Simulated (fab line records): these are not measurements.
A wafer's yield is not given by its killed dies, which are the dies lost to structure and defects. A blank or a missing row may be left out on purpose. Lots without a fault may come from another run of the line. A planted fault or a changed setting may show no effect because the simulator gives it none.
8D (eight disciplines) problem report, filled in by code + flow sky130 + the parts of the form that need people (team, actions taken, sign-off) are left out

## 1. THE PROBLEM
Mean of cathode-dc-power-W at SKY_METAL1_SPUTTER_01: 6161.0 W across 6 wafers in 2 lots; on wafers with no fault it is 6499.9 W (standard deviation 1.1). So: -99 or more standard deviations from the usual mean.
The step: material TiN, target thk 20 nm, time 16.7 s.
Earliest sighting: wafer L723.2 on pvd-sputter-02 at day 37 16:15. The record has a number at this step for 18 wafers belonging to 6 lots. By rule, "out" or "out of limits" means more than 4 standard deviations away from the usual mean. The other wafers with a number count as sound.

## 2. WHAT IT IS, WHAT IT ISN'T
| question                    | is                     | is not                                                             |
|-----------------------------|------------------------|--------------------------------------------------------------------|
| which readings at this step | cathode-dc-power-W     | throttle-valve-pct                                                 |
| which lots                  | L723, L724             | L705, L720, L722, L727                                             |
| which wafers of those lots  | all that have a number | -                                                                  |
| read on which tools         | pvd-sputter-02         | pvd-sputter-03, pvd-sputter-04                                     |
| when                        | from day 37 16:15      | up to then (9 sound wafers); but 3 sound wafers of L727 came after |

## 3. SUSPECTS, AND WHAT RULES EACH OUT
Counting: a tool at any process step up to the reading remains a suspect when it ran all the lots that are out and ran no sound lot after the first of those.
- pvd-sputter-02 at SKY_METAL1_SPUTTER_01 (material TiN, target thk 20 nm, time 16.7 s): kept. Every lot that is out went through it, starting with L723 (day 37 16:15), and after that it ran no sound lot; the last sound lot it ran before then is L705 (day 31 17:58). Out on those wafers are its own readings of cathode-dc-power-W.
Left after counting: pvd-sputter-02 at SKY_METAL1_SPUTTER_01.

## 4. THE CAUSE (what the simulator had put in)
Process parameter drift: pvd-sputter-02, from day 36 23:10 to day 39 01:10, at SKY_METAL1_SPUTTER_01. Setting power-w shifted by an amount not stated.
Only this tool survived the counting.

## 5. THE CHAIN OF EFFECTS, in route order
Each row: a reading whose mean over the struck wafers that have a number lies more than 3 standard deviations from the usual. Only readings whose record carries a usual standard deviation are examined. hours: median over the lots of the time between each lot's start at the first step of this table that gives one and its start at this step. sigmas: the change, counted in usual standard deviations.
| hours | step                  | reading            | usual    | on struck wafers | change | sigmas      |
|-------|-----------------------|--------------------|----------|------------------|--------|-------------|
| 0     | SKY_METAL1_SPUTTER_01 | cathode-dc-power-W | 6499.9 W | 6161.0           | -338.9 | -99 or more |
The process steps in it:
- SKY_METAL1_SPUTTER_01: material TiN, target thk 20 nm, time 16.7 s.

## 6. WHAT WOULD HAVE CAUGHT IT SOONER
In this record no reading fell out of limits until day 37 16:15, 17 hours after the fault had begun at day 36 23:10.
